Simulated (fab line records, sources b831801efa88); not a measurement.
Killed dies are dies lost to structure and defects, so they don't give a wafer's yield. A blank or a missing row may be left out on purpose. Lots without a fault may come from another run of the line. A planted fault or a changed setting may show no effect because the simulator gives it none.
fab line records | flow gf180mcu
record lots=15 wafers=43 last_day=34
route steps=602 shown HV_LDD@233 NSD@242 PSD@261 SAB@270
lots that met no fault: from a run of the same line without faults
start_h: hours from the record's first day to the start of the lot's first wafer shown | wait_h: hours since the lot's step before | " the same as in the row above | L1.1+2: a row that stands for several wafers | - no value, or no start given | * or withheld: withheld | < > ~ a bound
route shown NAME@n: a module of which the file shows steps, and the number in the route of the first | usual: mean/standard deviation of fault-free wafers | same: alike in all rows | chamber/n: place in a boat | sites: the reading at each site | _std_site: their standard deviation | _edge_site: outer sites' mean less inner sites' | radius_mm: how far each site lies from the wafer's centre | mask NAME#n: copy n | behind: the tool/chamber that last shaped the wafer | hold: why the lot was held/for how many hours/how that ended | device: the transistor (n, p or np) that didn't switch | end of line: the same wafers' tests at the end of the route | a step without rows: its recipe alone | killed: dies lost to structure and defects at the first sort, not the wafer's yield | map: a wafer's dies, x killed, . not, _ none there
set.NAME: the setting as run; set.NAME@STEP: as run at that earlier step | model.NAME: the simulator's own value behind a step, which no gauge read
steps of the route over a sample of lots; a table a step, a row a wafer
services: from which hour (start_h, from the record's first day; less than 0 if before it) a tool's chamber was out of use, for how many hours, and why
## steps
# step GF_HV_LDD_THK_MEAS_57
# recipe reads=Si3N4_of_HV_LDD_CVD_56
# usual HV_LDD_CVD_56_THK=89.5/0.76
# columns lot.wafer tool chamber start_h wait_h HV_LDD_CVD_56_THK[nm]
L701.2 film_metro-03 - 286.10 0.0 88.9
L701.3 " - " " 89.2
L701.6 " - " " 88.9
L702.1 film_metro-01 - 291.15 0.0 89.9
L702.2 " - " " 89.3
L702.3 " - " " 89.3
L703.4 film_metro-03 - 308.58 0.0 89.7
L703.5 " - " " 89.6
L703.6 " - " " 89.9
L704.2 film_metro-03 - 313.41 0.0 90.7
L704.4 " - " " 90.5
L704.5 " - " " 90.3
L706.1 film_metro-03 - 325.91 0.0 89.7
L706.4 " - " " 90.2
L706.5 " - " " 90.3
L705.4 film_metro-03 - 326.70 0.0 89.1
L705.5 " - " " 90.1
L705.6 " - " " 89.6
L708.2 film_metro-01 - 342.07 0.0 88.6
L708.3 " - " " 89.2
L708.4 " - " " 88.2
L709.2 film_metro-01 - 350.97 0.0 89.8
L709.5 " - " " 90.0
L711.1 film_metro-03 - 371.12 0.0 88.8
L711.2 " - " " 90.6
L711.6 " - " " 90.2
L714.2 film_metro-03 - 389.17 0.0 89.1
L714.5 " - " " 89.6
L720.2 film_metro-01 - 437.15 0.0 89.7
L720.3 " - " " 89.6
L720.5 " - " " 89.4
L721.1 film_metro-03 - 444.14 0.0 90.2
L721.3 " - " " 90.5
L721.5 " - " " 89.9
L722.3 film_metro-03 - 457.87 0.0 91.1
L722.5 " - " " 90.6
L722.6 " - " " 90.9
L723.1 film_metro-01 - 463.70 0.0 90.0
L723.5 " - " " 90.0
L723.6 " - " " 89.7
L724.2 film_metro-03 - 468.56 0.0 90.6
L724.3 " - " " 90.5
L724.6 " - " " 91.1
# step GF_NSD_CD_MEAS_07
# recipe target_cd_nm=400
# usual cd_nm=400.1/2.6
# columns lot.wafer tool chamber start_h wait_h cd_nm
L701.2 cd_sem-01 - 306.60 0.1 399.8
L701.3 " - " " 399.6
L701.6 " - " " 399.6
L702.1 cd_sem-02 - 311.74 0.1 402.4
L702.2 " - " " 403.1
L702.3 " - " " 402.6
L703.4 cd_sem-02 - 330.04 0.1 395.2
L703.5 " - " " 396.9
L703.6 " - " " 394.7
L704.2 cd_sem-01 - 334.56 0.1 398.2
L704.4 " - " " 400.3
L704.5 " - " " 399.1
L706.1 cd_sem-02 - 347.84 0.1 402.8
L706.4 " - " " 400.1
L706.5 " - " " 402.0
L705.4 cd_sem-02 - 348.79 0.1 401.3
L705.5 " - " " 399.4
L705.6 " - " " 400.7
L708.2 cd_sem-02 - 365.41 0.1 403.4
L708.3 " - " " 406.2
L708.4 " - " " 403.2
L709.2 cd_sem-02 - 373.96 0.1 396.6
L709.5 " - " " 397.5
L711.1 cd_sem-01 - 393.44 0.1 401.5
L711.2 " - " " 402.8
L711.6 " - " " 401.7
L714.2 cd_sem-02 - 412.51 0.1 401.7
L714.5 " - " " 401.5
L720.2 cd_sem-02 - 460.81 0.1 400.7
L720.3 " - " " 400.5
L720.5 " - " " 400.0
L721.1 cd_sem-02 - 467.64 0.1 401.7
L721.3 " - " " 400.3
L721.5 " - " " 400.9
L722.3 cd_sem-01 - 482.22 0.1 399.0
L722.5 " - " " 397.8
L722.6 " - " " 397.1
L723.1 cd_sem-02 - 488.28 0.1 402.0
L723.5 " - " " 402.1
L723.6 " - " " 401.3
L724.2 cd_sem-02 - 493.00 0.1 395.0
L724.3 " - " " 397.1
L724.6 " - " " 398.0
# step GF_PSD_RTA_13
# recipe temp_c=1025 time_s=20 ambient=N2
# usual lamp_power_pct=34.4/1.7 wafer_temp_C_max=1028.3/0.88
# columns lot.wafer tool chamber start_h wait_h lamp_power_pct wafer_temp_C_max
L701.2 rtp_anneal-01 0 328.93 0.0 35.9 1028.4
L701.3 " 0 " " 35.9 1028.8
L701.6 " 0 " " 35.9 1028.3
L702.1 rtp_anneal-01 0 334.16 0.0 35.9 1028.3
L702.2 " 0 " " 35.9 1028.7
L702.3 " 0 " " 35.9 1029.1
L703.4 rtp_anneal-02 0 353.35 0.0 32.4 1028.5
L703.5 " 0 " " 32.4 1027.8
L703.6 " 0 " " 32.4 1027.5
L704.2 rtp_anneal-01 0 358.02 0.0 36.0 1029.8
L704.4 " 0 " " 35.9 1028.0
L704.5 " 0 " " 35.9 1028.9
L706.1 rtp_anneal-01 0 371.41 0.0 35.9 1028.7
L706.4 " 0 " " 35.9 1027.7
L706.5 " 0 " " 35.8 1030.2
L705.4 rtp_anneal-02 0 375.54 0.0 32.3 1029.0
L705.5 " 0 " " 32.4 1028.4
L705.6 " 0 " " 32.4 1027.3
L708.2 rtp_anneal-02 0 388.98 0.0 32.4 1028.5
L708.3 " 0 " " 32.4 1027.4
L708.4 " 0 " " 32.4 1027.8
L709.2 rtp_anneal-01 0 397.93 0.0 35.9 1029.1
L709.5 " 0 " " 35.9 1028.7
L711.1 rtp_anneal-02 0 418.11 0.0 32.4 1027.5
L711.2 " 0 " " 32.4 1027.5
L711.6 " 0 " " 32.5 1027.5
L714.2 rtp_anneal-01 0 437.87 0.0 35.9 1028.6
L714.5 " 0 " " 35.9 1028.7
L720.2 rtp_anneal-02 0 486.07 0.0 32.3 1027.2
L720.3 " 0 " " 32.4 1028.4
L720.5 " 0 " " 32.4 1027.7
L721.1 rtp_anneal-01 0 492.25 0.0 35.8 1028.0
L721.3 " 0 " " 35.9 1028.6
L721.5 " 0 " " 35.9 1029.6
L722.3 rtp_anneal-02 0 507.23 0.0 32.4 1028.8
L722.5 " 0 " " 32.4 1027.9
L722.6 " 0 " " 32.4 1028.0
L723.1 rtp_anneal-01 0 512.75 0.0 35.9 1028.9
L723.5 " 0 " " 36.0 1030.6
L723.6 " 0 " " 35.9 1028.5
L724.2 rtp_anneal-01 0 517.17 0.0 35.9 1030.6
L724.3 " 0 " " 35.9 1029.2
L724.6 " 0 " " 35.9 1028.9
# step GF_SAB_EXPOSE_06
# recipe mask_id=SAB target_cd_nm=420 na=0.6 source_shape=conventional sigma_outer=0.6 dose_mj=140
# usual exposure_dose_mJ_cm2=140.02/0.13
# same na=0.6
# columns lot.wafer tool chamber start_h wait_h mask exposure_dose_mJ_cm2
L701.2 iline_stepper-01 0 340.18 - SAB#0 140.11
L701.3 " 0 " " SAB#0 140.21
L701.6 " 0 " " SAB#0 140.02
L702.1 iline_stepper-02 0 345.92 - SAB#0 139.78
L702.2 " 0 " " SAB#0 139.98
L702.3 " 0 " " SAB#0 139.81
L703.4 iline_stepper-01 0 365.51 - SAB#0 140.06
L703.5 " 0 " " SAB#0 140.11
L703.6 " 0 " " SAB#0 140.00
L704.2 iline_stepper-02 0 370.08 - SAB#0 140.05
L704.4 " 0 " " SAB#0 140.22
L704.5 " 0 " " SAB#0 140.17
L706.1 iline_stepper-01 0 383.77 - SAB#0 139.92
L706.4 " 0 " " SAB#0 139.96
L706.5 " 0 " " SAB#0 139.93
L705.4 iline_stepper-02 0 387.09 - SAB#0 140.09
L705.5 " 0 " " SAB#0 139.93
L705.6 " 0 " " SAB#0 140.01
L708.2 iline_stepper-02 0 401.21 - SAB#0 140.11
L708.3 " 0 " " SAB#0 139.88
L708.4 " 0 " " SAB#0 139.94
L709.2 iline_stepper-02 0 409.75 - SAB#0 139.97
L709.5 " 0 " " SAB#0 139.80
L711.1 iline_stepper-02 0 430.36 - SAB#0 139.94
L711.2 " 0 " " SAB#0 139.82
L711.6 " 0 " " SAB#0 139.87
L714.2 iline_stepper-02 0 450.83 - SAB#0 140.03
L714.5 " 0 " " SAB#0 140.05
L720.2 iline_stepper-01 0 498.65 - SAB#0 139.97
L720.3 " 0 " " SAB#0 140.02
L720.5 " 0 " " SAB#0 139.82
L721.1 iline_stepper-02 0 505.41 - SAB#0 139.98
L721.3 " 0 " " SAB#0 140.30
L721.5 " 0 " " SAB#0 140.26
L722.3 iline_stepper-02 0 519.17 - SAB#0 139.84
L722.5 " 0 " " SAB#0 140.04
L722.6 " 0 " " SAB#0 140.14
L723.1 iline_stepper-01 0 525.15 - SAB#0 139.86
L723.5 " 0 " " SAB#0 139.79
L723.6 " 0 " " SAB#0 140.03
L724.2 iline_stepper-02 0 529.33 - SAB#0 139.99
L724.3 " 0 " " SAB#0 139.77
L724.6 " 0 " " SAB#0 139.80
# step GF_SAB_CD_MEAS_09
# recipe target_cd_nm=420
# usual cd_nm=420.8/2.1
# columns lot.wafer tool chamber start_h wait_h cd_nm
L701.2 cd_sem-02 - 351.60 0.1 419.3
L701.3 " - " " 417.8
L701.6 " - " " 416.9
L702.1 cd_sem-02 - 356.69 0.1 420.3
L702.2 " - " " 423.2
L702.3 " - " " 422.0
L703.4 cd_sem-01 - 377.05 0.1 419.7
L703.5 " - " " 419.9
L703.6 " - " " 420.4
L704.2 cd_sem-01 - 381.35 0.1 419.6
L704.4 " - " " 422.3
L704.5 " - " " 420.5
L706.1 cd_sem-02 - 394.69 0.1 422.6
L706.4 " - " " 421.3
L706.5 " - " " 421.4
L705.4 cd_sem-01 - 398.44 0.1 421.1
L705.5 " - " " 422.1
L705.6 " - " " 422.7
L708.2 cd_sem-01 - 412.21 0.1 422.1
L708.3 " - " " 421.1
L708.4 " - " " 419.6
L709.2 cd_sem-01 - 421.56 0.1 393.3
L709.5 " - " " 392.2
L711.1 cd_sem-01 - 442.29 0.1 416.9
L711.2 " - " " 387.0
L711.6 " - " " 416.1
L714.2 cd_sem-02 - 461.81 0.1 388.0
L714.5 " - " " 387.5
L720.2 cd_sem-01 - 510.20 0.1 419.8
L720.3 " - " " 423.4
L720.5 " - " " 421.9
L721.1 cd_sem-01 - 515.94 0.1 423.5
L721.3 " - " " 424.4
L721.5 " - " " 423.7
L722.3 cd_sem-01 - 531.18 0.1 416.6
L722.5 " - " " 418.2
L722.6 " - " " 420.5
L723.1 cd_sem-01 - 536.19 0.1 420.1
L723.5 " - " " 418.4
L723.6 " - " " 419.5
L724.2 cd_sem-01 - 540.31 0.1 420.5
L724.3 " - " " 420.9
L724.6 " - " " 419.4
## services
# columns tool chamber start_h hours kind
iline_stepper-01 - 306.07 2.1 pm
iline_stepper-01 - 308.16 - consumable_replace:lamp
iline_stepper-01 - 316.08 0.8 pm
iline_stepper-02 - 395.89 1.7 pm
iline_stepper-01 - 409.84 1.7 pm
iline_stepper-01 - 484.13 4.2 repair
rtp_anneal-01 - 519.94 7.9 pm
## key
first_sign step=GF_SAB_CD_MEAS_09 reading=cd_nm direction=down sigmas=15 usual=420.8 struck=389.6
effect none on later readings
met_at GF_SAB_EXPOSE_06
struck_lots L709,L711,L714
struck_wafers L709.2,L709.5,L711.2,L714.2,L714.5
sort_left_out L709.2,L709.5,L711.2,L714.2,L714.5
tester_left_out L709,L711,L714
not_acting_at GF_HV_LDD_THK_MEAS_57,GF_NSD_CD_MEAS_07,GF_PSD_RTA_13
onset_between 401.21 409.75
fault kind=process_parameter_drift tool=iline_stepper-02 chamber=- onset_h=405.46 steps=GF_SAB_EXPOSE_06 channel=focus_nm offset=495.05 shape=step end_h=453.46 scope=struck_wafers_only
# tester_left_out: of these lots the tester's yield and bins aren't shown, on N5 and GAA mostly nor the transistor test; their killed dies are dies lost to structure and defects alone, not to doping, threshold or leakage, so they don't give the yield
# sort_left_out: the simulated sort isn't trusted on such a fault, so these wafers' sort isn't shown, and their yield isn't known
